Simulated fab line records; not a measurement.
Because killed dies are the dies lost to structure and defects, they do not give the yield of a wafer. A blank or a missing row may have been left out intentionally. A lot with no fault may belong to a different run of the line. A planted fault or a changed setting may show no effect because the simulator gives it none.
fab line records / flow gf180mcu / part 2 of 2: steps 30 to 42 of 42
record: lots: 5 wafers: 15 lastDay: 34
route steps=602 shown POLY_GATE@167 HV_LDD@176
lots untouched by any fault: they come from a run of this same line in which no faults occurred
startH: hours from the record's opening day to when the first of the lot's shown wafers began / waitH: time in hours since the lot's previous step / " same as the row above / L1.1+2: several wafers, shown together as one row / - either no value or no given start / * or withheld: withheld / < > ~ a bound
route shown NAME@n: a module of which the file shows steps, and the number in the route of the first / usual: average and standard deviation across the fault-free wafers / same: alike in all rows / chamber/n: place in a boat / sites: each site's reading / _std_site: the standard deviation of these / _edge_site: mean of outer sites minus mean of inner sites / radiusMm: for every site, how far away it sits from the centre of the wafer / mask NAME#n: copy n / behind: the most recent tool/chamber to have shaped the wafer / hold: cause of the lot's hold/its duration in hours/its outcome / device: which transistor (n, p or np) failed to switch / end of line: tests run on the same wafers once the route is complete / a step given without rows: its recipe and nothing more / killed: dies lost to structure and defects at the first sort, not the wafer's yield / map: a wafer's dies, x killed, . not, _ none there
set.NAME: the setting the step ran with; set.NAME@STEP: the setting that earlier step ran with / model.NAME: the simulator's own value behind a step, which no gauge read
lots at selected steps of the route; one table per step, one row per wafer
services: from which hour (startH, from the record's first day; less than 0 if before it) a tool's chamber was out of use, for how many hours, and why
== steps ==
step: GF_HV_LDD_OVL_MEAS_20
usual: HV_LDD_01_OVL: -0.6/1.3
lot.wafer=L084.1 tool=overlay-01 chamber=- startH=306.22 waitH=0.1 HV_LDD_01_OVL[nm]=-0.3
lot.wafer=L084.3 tool=overlay-01 chamber=- startH=306.22 waitH=0.1 HV_LDD_01_OVL[nm]=0.6
lot.wafer=L084.5 tool=overlay-01 chamber=- startH=306.22 waitH=0.1 HV_LDD_01_OVL[nm]=1.3
lot.wafer=L086.1 tool=overlay-02 chamber=- startH=325.36 waitH=0.1 HV_LDD_01_OVL[nm]=-1.0
lot.wafer=L086.2 tool=overlay-02 chamber=- startH=325.36 waitH=0.1 HV_LDD_01_OVL[nm]=-0.5
lot.wafer=L086.6 tool=overlay-02 chamber=- startH=325.36 waitH=0.1 HV_LDD_01_OVL[nm]=-2.8
lot.wafer=L089.1 tool=overlay-02 chamber=- startH=354.17 waitH=0.1 HV_LDD_01_OVL[nm]=0.0
lot.wafer=L089.2 tool=overlay-02 chamber=- startH=354.17 waitH=0.1 HV_LDD_01_OVL[nm]=0.8
lot.wafer=L089.5 tool=overlay-02 chamber=- startH=354.17 waitH=0.1 HV_LDD_01_OVL[nm]=0.2
lot.wafer=L093.1 tool=overlay-02 chamber=- startH=386.64 waitH=0.1 HV_LDD_01_OVL[nm]=-3.7
lot.wafer=L093.5 tool=overlay-02 chamber=- startH=386.64 waitH=0.1 HV_LDD_01_OVL[nm]=-1.5
lot.wafer=L093.6 tool=overlay-02 chamber=- startH=386.64 waitH=0.1 HV_LDD_01_OVL[nm]=-0.7
lot.wafer=L096.2 tool=overlay-01 chamber=- startH=403.97 waitH=0.1 HV_LDD_01_OVL[nm]=-0.2
lot.wafer=L096.3 tool=overlay-01 chamber=- startH=403.97 waitH=0.1 HV_LDD_01_OVL[nm]=1.0
lot.wafer=L096.6 tool=overlay-01 chamber=- startH=403.97 waitH=0.1 HV_LDD_01_OVL[nm]=1.0
step: GF_HV_LDD_IMPLANT_21
recipe: species: BF2 energyKev: 25 doseCm2: 5e+13 tiltDeg: 7
lot.wafer=L084.1+3+5 tool=implanter-02 chamber=0 startH=306.25 waitH=0.0
lot.wafer=L086.1+2+6 tool=implanter-02 chamber=0 startH=325.40 waitH=0.0
lot.wafer=L089.1+2+5 tool=implanter-01 chamber=0 startH=354.20 waitH=0.0
lot.wafer=L093.1+5+6 tool=implanter-01 chamber=0 startH=386.68 waitH=0.0
lot.wafer=L096.2+3+6 tool=implanter-03 chamber=0 startH=404.03 waitH=0.0
step: GF_HV_LDD_STRIP_22
recipe: chemistry: O2/N2 powerW: 1400 pressureMtorr: 1500 platenTempC: 250 o2FlowSccm: 3000 n2FlowSccm: 300 overashFraction: 0.5
usual: drypumpMotorCurrentA: 5.4/0.43 heaterPowerW: 321/32 oesProductAu: 0.716/0.0043 stripTimeToEndpointS: 12.63/0.04
lot.wafer=L084.1 tool=plasmaAsher-02 chamber=1 startH=306.40 waitH=0.1 drypumpMotorCurrentA=5.0 heaterPowerW=337 oesProductAu=0.723 rfHoursCounterH=14 stripTimeToEndpointS=12.56
lot.wafer=L084.3 tool=plasmaAsher-02 chamber=1 startH=306.40 waitH=0.1 drypumpMotorCurrentA=5.0 heaterPowerW=333 oesProductAu=0.714 rfHoursCounterH=- stripTimeToEndpointS=12.54
lot.wafer=L084.5 tool=plasmaAsher-02 chamber=0 startH=306.40 waitH=0.1 drypumpMotorCurrentA=5.4 heaterPowerW=314 oesProductAu=0.717 rfHoursCounterH=- stripTimeToEndpointS=12.52
lot.wafer=L086.1 tool=plasmaAsher-04 chamber=1 startH=325.55 waitH=0.1 drypumpMotorCurrentA=5.1 heaterPowerW=321 oesProductAu=0.712 rfHoursCounterH=54 stripTimeToEndpointS=12.64
lot.wafer=L086.2 tool=plasmaAsher-04 chamber=0 startH=325.55 waitH=0.1 drypumpMotorCurrentA=5.9 heaterPowerW=281 oesProductAu=0.721 rfHoursCounterH=54 stripTimeToEndpointS=12.60
lot.wafer=L086.6 tool=plasmaAsher-04 chamber=1 startH=325.55 waitH=0.1 drypumpMotorCurrentA=5.1 heaterPowerW=320 oesProductAu=0.720 rfHoursCounterH=- stripTimeToEndpointS=12.60
lot.wafer=L089.1 tool=plasmaAsher-04 chamber=1 startH=354.35 waitH=0.1 drypumpMotorCurrentA=5.1 heaterPowerW=314 oesProductAu=0.728 rfHoursCounterH=57 stripTimeToEndpointS=12.54
lot.wafer=L089.2 tool=plasmaAsher-04 chamber=0 startH=354.35 waitH=0.1 drypumpMotorCurrentA=5.8 heaterPowerW=278 oesProductAu=0.714 rfHoursCounterH=57 stripTimeToEndpointS=12.57
lot.wafer=L089.5 tool=plasmaAsher-04 chamber=0 startH=354.35 waitH=0.1 drypumpMotorCurrentA=5.9 heaterPowerW=277 oesProductAu=0.716 rfHoursCounterH=- stripTimeToEndpointS=12.56
lot.wafer=L093.1 tool=plasmaAsher-04 chamber=0 startH=386.83 waitH=0.1 drypumpMotorCurrentA=5.8 heaterPowerW=275 oesProductAu=0.713 rfHoursCounterH=61 stripTimeToEndpointS=12.59
lot.wafer=L093.5 tool=plasmaAsher-04 chamber=1 startH=386.83 waitH=0.1 drypumpMotorCurrentA=5.1 heaterPowerW=319 oesProductAu=0.714 rfHoursCounterH=- stripTimeToEndpointS=12.60
lot.wafer=L093.6 tool=plasmaAsher-04 chamber=0 startH=386.83 waitH=0.1 drypumpMotorCurrentA=5.8 heaterPowerW=271 oesProductAu=0.720 rfHoursCounterH=- stripTimeToEndpointS=12.59
lot.wafer=L096.2 tool=plasmaAsher-02 chamber=0 startH=404.15 waitH=0.1 drypumpMotorCurrentA=5.3 heaterPowerW=333 oesProductAu=0.714 rfHoursCounterH=25 stripTimeToEndpointS=12.64
lot.wafer=L096.3 tool=plasmaAsher-02 chamber=0 startH=404.15 waitH=0.1 drypumpMotorCurrentA=5.3 heaterPowerW=317 oesProductAu=0.709 rfHoursCounterH=- stripTimeToEndpointS=12.65
lot.wafer=L096.6 tool=plasmaAsher-02 chamber=0 startH=404.15 waitH=0.1 drypumpMotorCurrentA=5.3 heaterPowerW=322 oesProductAu=0.714 rfHoursCounterH=- stripTimeToEndpointS=12.62
step: GF_HV_LDD_TW_MEAS_23
usual: HV_LDD_2_TW: 1051/13
lot.wafer=L084.1 tool=filmMetro-01 chamber=- startH=306.50 waitH=0.1 HV_LDD_2_TW=1050
lot.wafer=L084.3 tool=filmMetro-01 chamber=- startH=306.50 waitH=0.1 HV_LDD_2_TW=1047
lot.wafer=L084.5 tool=filmMetro-01 chamber=- startH=306.50 waitH=0.1 HV_LDD_2_TW=1050
lot.wafer=L086.1 tool=filmMetro-03 chamber=- startH=325.65 waitH=0.1 HV_LDD_2_TW=1028
lot.wafer=L086.2 tool=filmMetro-03 chamber=- startH=325.65 waitH=0.1 HV_LDD_2_TW=1032
lot.wafer=L086.6 tool=filmMetro-03 chamber=- startH=325.65 waitH=0.1 HV_LDD_2_TW=1032
lot.wafer=L089.1 tool=filmMetro-01 chamber=- startH=354.45 waitH=0.1 HV_LDD_2_TW=1055
lot.wafer=L089.2 tool=filmMetro-01 chamber=- startH=354.45 waitH=0.1 HV_LDD_2_TW=1054
lot.wafer=L089.5 tool=filmMetro-01 chamber=- startH=354.45 waitH=0.1 HV_LDD_2_TW=1058
lot.wafer=L093.1 tool=filmMetro-04 chamber=- startH=386.93 waitH=0.1 HV_LDD_2_TW=1062
lot.wafer=L093.5 tool=filmMetro-04 chamber=- startH=386.93 waitH=0.1 HV_LDD_2_TW=1062
lot.wafer=L093.6 tool=filmMetro-04 chamber=- startH=386.93 waitH=0.1 HV_LDD_2_TW=1055
lot.wafer=L096.2 tool=filmMetro-01 chamber=- startH=404.26 waitH=0.1 HV_LDD_2_TW=1058
lot.wafer=L096.3 tool=filmMetro-01 chamber=- startH=404.26 waitH=0.1 HV_LDD_2_TW=1059
lot.wafer=L096.6 tool=filmMetro-01 chamber=- startH=404.26 waitH=0.1 HV_LDD_2_TW=1062
step: GF_HV_LDD_DEHYDRATE_24
recipe: tempC: 200 timeS: 60
usual: plateTempC: 199.98/0.18
lot.wafer=L084.1 tool=lithoTrack-04 chamber=0 startH=316.15 waitH=9.6 plateTempC=199.75
lot.wafer=L084.3 tool=lithoTrack-04 chamber=0 startH=316.15 waitH=9.6 plateTempC=199.81
lot.wafer=L084.5 tool=lithoTrack-04 chamber=0 startH=316.15 waitH=9.6 plateTempC=199.96
lot.wafer=L086.1 tool=lithoTrack-04 chamber=0 startH=335.44 waitH=9.8 plateTempC=199.74
lot.wafer=L086.2 tool=lithoTrack-04 chamber=0 startH=335.44 waitH=9.8 plateTempC=199.79
lot.wafer=L086.6 tool=lithoTrack-04 chamber=0 startH=335.44 waitH=9.8 plateTempC=199.94
lot.wafer=L089.1 tool=lithoTrack-03 chamber=0 startH=364.75 waitH=10.3 plateTempC=199.82
lot.wafer=L089.2 tool=lithoTrack-03 chamber=0 startH=364.75 waitH=10.3 plateTempC=199.65
lot.wafer=L089.5 tool=lithoTrack-03 chamber=0 startH=364.75 waitH=10.3 plateTempC=199.79
lot.wafer=L093.1 tool=lithoTrack-03 chamber=0 startH=397.90 waitH=11.0 plateTempC=200.07
lot.wafer=L093.5 tool=lithoTrack-03 chamber=0 startH=397.90 waitH=11.0 plateTempC=200.23
lot.wafer=L093.6 tool=lithoTrack-03 chamber=0 startH=397.90 waitH=11.0 plateTempC=200.01
lot.wafer=L096.2 tool=lithoTrack-04 chamber=0 startH=415.82 waitH=11.5 plateTempC=200.22
lot.wafer=L096.3 tool=lithoTrack-04 chamber=0 startH=415.82 waitH=11.5 plateTempC=200.24
lot.wafer=L096.6 tool=lithoTrack-04 chamber=0 startH=415.82 waitH=11.5 plateTempC=200.09
step: GF_HV_LDD_HMDS_25
recipe: primeTimeS: 60 primeTempC: 120
lot.wafer=L084.1+3+5 tool=lithoTrack-04 chamber=0 startH=316.30 waitH=0.1
lot.wafer=L086.1+2+6 tool=lithoTrack-04 chamber=0 startH=335.59 waitH=0.1
lot.wafer=L089.1+2+5 tool=lithoTrack-03 chamber=0 startH=364.90 waitH=0.1
lot.wafer=L093.1+5+6 tool=lithoTrack-03 chamber=0 startH=398.05 waitH=0.1
lot.wafer=L096.2+3+6 tool=lithoTrack-04 chamber=0 startH=415.97 waitH=0.1
step: GF_HV_LDD_COAT_26
recipe: resist: NOVOLAK spinRpm: 3000 resistThkNm: 1000
lot.wafer=L084.1+3+5 tool=lithoTrack-04 chamber=0 startH=316.45 waitH=0.1
lot.wafer=L086.1+2+6 tool=lithoTrack-04 chamber=0 startH=335.74 waitH=0.1
lot.wafer=L089.1+2+5 tool=lithoTrack-03 chamber=0 startH=365.05 waitH=0.1
lot.wafer=L093.1+5+6 tool=lithoTrack-03 chamber=0 startH=398.20 waitH=0.1
lot.wafer=L096.2+3+6 tool=lithoTrack-04 chamber=0 startH=416.12 waitH=0.1
step: GF_HV_LDD_SOFTBAKE_27
recipe: tempC: 90 timeS: 60 resist: NOVOLAK
usual: plateTempC: 90.00/0.13
lot.wafer=L084.1 tool=lithoTrack-04 chamber=0 startH=316.60 waitH=0.1 plateTempC=90.11
lot.wafer=L084.3 tool=lithoTrack-04 chamber=0 startH=316.60 waitH=0.1 plateTempC=90.18
lot.wafer=L084.5 tool=lithoTrack-04 chamber=0 startH=316.60 waitH=0.1 plateTempC=90.12
lot.wafer=L086.1 tool=lithoTrack-04 chamber=0 startH=335.89 waitH=0.1 plateTempC=90.09
lot.wafer=L086.2 tool=lithoTrack-04 chamber=0 startH=335.89 waitH=0.1 plateTempC=90.17
lot.wafer=L086.6 tool=lithoTrack-04 chamber=0 startH=335.89 waitH=0.1 plateTempC=90.14
lot.wafer=L089.1 tool=lithoTrack-03 chamber=0 startH=365.20 waitH=0.1 plateTempC=89.84
lot.wafer=L089.2 tool=lithoTrack-03 chamber=0 startH=365.20 waitH=0.1 plateTempC=89.77
lot.wafer=L089.5 tool=lithoTrack-03 chamber=0 startH=365.20 waitH=0.1 plateTempC=89.77
lot.wafer=L093.1 tool=lithoTrack-03 chamber=0 startH=398.35 waitH=0.1 plateTempC=90.04
lot.wafer=L093.5 tool=lithoTrack-03 chamber=0 startH=398.35 waitH=0.1 plateTempC=90.10
lot.wafer=L093.6 tool=lithoTrack-03 chamber=0 startH=398.35 waitH=0.1 plateTempC=90.09
lot.wafer=L096.2 tool=lithoTrack-04 chamber=0 startH=416.27 waitH=0.1 plateTempC=89.79
lot.wafer=L096.3 tool=lithoTrack-04 chamber=0 startH=416.27 waitH=0.1 plateTempC=89.91
lot.wafer=L096.6 tool=lithoTrack-04 chamber=0 startH=416.27 waitH=0.1 plateTempC=90.06
step: GF_HV_LDD_EXPOSE_28
recipe: maskId: Nplus_HV_AREA targetCdNm: 400 na: 0.6 sourceShape: conventional sigmaOuter: 0.6 doseMj: 140
lot.wafer=L084.1+3+5 tool=ilineStepper-02 chamber=0 startH=- waitH=- mask=Nplus_HV_AREA#0
lot.wafer=L086.1+2+6 tool=ilineStepper-02 chamber=0 startH=- waitH=- mask=Nplus_HV_AREA#0
lot.wafer=L089.1+2+5 tool=ilineStepper-01 chamber=0 startH=- waitH=- mask=Nplus_HV_AREA#0
lot.wafer=L093.1+5+6 tool=ilineStepper-01 chamber=0 startH=- waitH=- mask=Nplus_HV_AREA#0
lot.wafer=L096.2+3+6 tool=ilineStepper-01 chamber=0 startH=- waitH=- mask=Nplus_HV_AREA#0
step: GF_HV_LDD_PEB_29
recipe: tempC: withheld timeS: * resist: NOVOLAK
lot.wafer=L084.1+3+5 tool=lithoTrack-01 chamber=0 startH=- waitH=-
lot.wafer=L086.1+2+6 tool=lithoTrack-03 chamber=0 startH=- waitH=-
lot.wafer=L089.1+2+5 tool=lithoTrack-04 chamber=0 startH=- waitH=-
lot.wafer=L093.1+5+6 tool=lithoTrack-01 chamber=0 startH=- waitH=-
lot.wafer=L096.2+3+6 tool=lithoTrack-04 chamber=0 startH=- waitH=-
step: GF_HV_LDD_DEVELOP_30
recipe: developTimeS: 60 devTempC: 23
lot.wafer=L084.1+3+5 tool=lithoTrack-01 chamber=0 startH=326.37 waitH=0.1
lot.wafer=L086.1+2+6 tool=lithoTrack-03 chamber=0 startH=347.05 waitH=0.1
lot.wafer=L089.1+2+5 tool=lithoTrack-04 chamber=0 startH=376.09 waitH=0.1
lot.wafer=L093.1+5+6 tool=lithoTrack-01 chamber=0 startH=409.82 waitH=0.1
lot.wafer=L096.2+3+6 tool=lithoTrack-04 chamber=0 startH=427.72 waitH=0.1
step: GF_HV_LDD_CD_MEAS_31
recipe: targetCdNm: 400
usual: cdNm: 400.6/2
lot.wafer=L084.1 tool=cdSem-02 chamber=- startH=326.52 waitH=0.1 cdNm=401.3
lot.wafer=L084.3 tool=cdSem-02 chamber=- startH=326.52 waitH=0.1 cdNm=402.8
lot.wafer=L084.5 tool=cdSem-02 chamber=- startH=326.52 waitH=0.1 cdNm=401.4
lot.wafer=L086.1 tool=cdSem-01 chamber=- startH=347.20 waitH=0.1 cdNm=403.4
lot.wafer=L086.2 tool=cdSem-01 chamber=- startH=347.20 waitH=0.1 cdNm=403.7
lot.wafer=L086.6 tool=cdSem-01 chamber=- startH=347.20 waitH=0.1 cdNm=403.2
lot.wafer=L089.1 tool=cdSem-02 chamber=- startH=376.24 waitH=0.1 cdNm=399.6
lot.wafer=L089.2 tool=cdSem-02 chamber=- startH=376.24 waitH=0.1 cdNm=398.5
lot.wafer=L089.5 tool=cdSem-02 chamber=- startH=376.24 waitH=0.1 cdNm=400.1
lot.wafer=L093.1 tool=cdSem-02 chamber=- startH=409.97 waitH=0.1 cdNm=399.7
lot.wafer=L093.5 tool=cdSem-02 chamber=- startH=409.97 waitH=0.1 cdNm=398.9
lot.wafer=L093.6 tool=cdSem-02 chamber=- startH=409.97 waitH=0.1 cdNm=400.3
lot.wafer=L096.2 tool=cdSem-01 chamber=- startH=427.86 waitH=0.1 cdNm=402.1
lot.wafer=L096.3 tool=cdSem-01 chamber=- startH=427.86 waitH=0.1 cdNm=402.0
lot.wafer=L096.6 tool=cdSem-01 chamber=- startH=427.86 waitH=0.1 cdNm=402.3
step: GF_HV_LDD_OVL_MEAS_32
usual: HV_LDD_02_OVL: -0.6/1.3
lot.wafer=L084.1 tool=overlay-02 chamber=- startH=326.64 waitH=0.1 HV_LDD_02_OVL[nm]=0.2
lot.wafer=L084.3 tool=overlay-02 chamber=- startH=326.64 waitH=0.1 HV_LDD_02_OVL[nm]=-1.8
lot.wafer=L084.5 tool=overlay-02 chamber=- startH=326.64 waitH=0.1 HV_LDD_02_OVL[nm]=-1.7
lot.wafer=L086.1 tool=overlay-02 chamber=- startH=347.32 waitH=0.1 HV_LDD_02_OVL[nm]=-3.1
lot.wafer=L086.2 tool=overlay-02 chamber=- startH=347.32 waitH=0.1 HV_LDD_02_OVL[nm]=0.7
lot.wafer=L086.6 tool=overlay-02 chamber=- startH=347.32 waitH=0.1 HV_LDD_02_OVL[nm]=-1.6
lot.wafer=L089.1 tool=overlay-01 chamber=- startH=376.36 waitH=0.1 HV_LDD_02_OVL[nm]=-1.6
lot.wafer=L089.2 tool=overlay-01 chamber=- startH=376.36 waitH=0.1 HV_LDD_02_OVL[nm]=-0.3
lot.wafer=L089.5 tool=overlay-01 chamber=- startH=376.36 waitH=0.1 HV_LDD_02_OVL[nm]=-1.6
lot.wafer=L093.1 tool=overlay-01 chamber=- startH=410.09 waitH=0.1 HV_LDD_02_OVL[nm]=0.1
lot.wafer=L093.5 tool=overlay-01 chamber=- startH=410.09 waitH=0.1 HV_LDD_02_OVL[nm]=-1.4
lot.wafer=L093.6 tool=overlay-01 chamber=- startH=410.09 waitH=0.1 HV_LDD_02_OVL[nm]=-1.2
lot.wafer=L096.2 tool=overlay-01 chamber=- startH=427.97 waitH=0.1 HV_LDD_02_OVL[nm]=-2.4
lot.wafer=L096.3 tool=overlay-01 chamber=- startH=427.97 waitH=0.1 HV_LDD_02_OVL[nm]=-2.0
lot.wafer=L096.6 tool=overlay-01 chamber=- startH=427.97 waitH=0.1 HV_LDD_02_OVL[nm]=0.2
== services ==
tool=implanter-02 chamber=- startH=241.72 hours=1.3 kind=repair
tool=ilineStepper-02 chamber=- startH=243.12 hours=2.1 kind=pm
tool=implanter-01 chamber=- startH=246.39 hours=6.3 kind=pm
tool=ilineStepper-02 chamber=- startH=254.28 hours=1.7 kind=pm
tool=furnace-02 chamber=- startH=260.57 hours=3.9 kind=pm
tool=implanter-03 chamber=- startH=264.11 hours=1.2 kind=repair
tool=plasmaAsher-02 chamber=- startH=269.20 hours=20.8 kind=repair
tool=furnace-02 chamber=- startH=270.72 hours=4.2 kind=pm
tool=ilineStepper-01 chamber=- startH=274.50 hours=2.3 kind=repair
tool=ilineStepper-02 chamber=- startH=300.98 hours=3.9 kind=repair
tool=ilineStepper-01 chamber=- startH=312.17 hours=1.7 kind=pm
tool=implanter-03 chamber=- startH=330.95 hours=14.7 kind=pm
tool=implanter-01 chamber=- startH=344.76 hours=4.5 kind=pm
tool=implanter-03 chamber=- startH=345.64 hours=2.4 kind=pm
tool=rieSi-01 chamber=- startH=351.00 hours=0.7 kind=repair
tool=plasmaAsher-02 chamber=- startH=369.05 hours=0.8 kind=repair
tool=implanter-02 chamber=- startH=369.48 hours=3.9 kind=pm
tool=implanter-03 chamber=- startH=374.56 hours=1.1 kind=repair
tool=implanter-01 chamber=- startH=375.36 hours=0.6 kind=repair
tool=ilineStepper-01 chamber=- startH=408.41 hours=4.4 kind=repair
tool=ilineStepper-01 chamber=- startH=409.26 hours=1.4 kind=repair
tool=ilineStepper-01 chamber=- startH=410.13 hours=1.2 kind=repair
tool=implanter-02 chamber=- startH=413.30 hours=0.6 kind=repair
tool=plasmaAsher-04 chamber=- startH=416.42 hours=1.3 kind=repair
